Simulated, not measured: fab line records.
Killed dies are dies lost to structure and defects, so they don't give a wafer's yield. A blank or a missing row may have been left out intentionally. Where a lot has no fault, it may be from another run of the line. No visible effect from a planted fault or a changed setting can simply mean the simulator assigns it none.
Matching of chambers | flow gf180mcu | cmp-01 running GF_V3_CMP_04: 4 sister chambers
The step polishes SiO2. 4 wafers are shown with their chamber, then 8 later ones without.

== WAFERS WITH THEIR CHAMBER ==
wafer  | chamber | motor-current-A (A)
L120.5 | 2       | 12.9
L122.5 | 0       | 12.7
L122.6 | 1       | 11.6
L132.1 | 3       | 12.1

== WAFERS WHOSE CHAMBER IS MISSING ==
wafer  | motor-current-A (A)
L132.4 | 12.7
L132.6 | 12.3
L133.3 | 12.1
L133.4 | 13.1
L133.6 | 11.4
L135.3 | 11.5
L135.4 | 12.3
L135.6 | 11.5

== EACH ONE'S CHAMBER ==
wafer  | from the rows above     | in truth
L132.4 | can't be placed: 0 or 2 | 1
L132.6 | can't be placed: 3 or 0 | 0
L133.3 | 3                       | 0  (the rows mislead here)
L133.4 | can't be placed: 2 or 0 | 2
L133.6 | 1                       | 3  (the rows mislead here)
L135.3 | 1                       | 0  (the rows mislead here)
L135.4 | can't be placed: 3 or 0 | 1
L135.6 | 1                       | 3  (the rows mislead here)
Correct placement for 0 of the 8. Not placeable from these rows: 4 (in 2, the candidates include the true chamber). Placed wrongly: 4.
How it was worked out, from the rows above alone: a wafer's distance from a chamber is the root of the sum, over the readings, of the square of ((its reading less the chamber's mean) divided by the reading's scatter). The wafer belongs to the nearest chamber; if the next one is less than 2 further off, it can't be placed. The mean given for a chamber averages the wafers shown for that chamber. The scatter: root of mean squared gap, hidden wafer to nearest shown wafer, with one shown wafer a chamber.
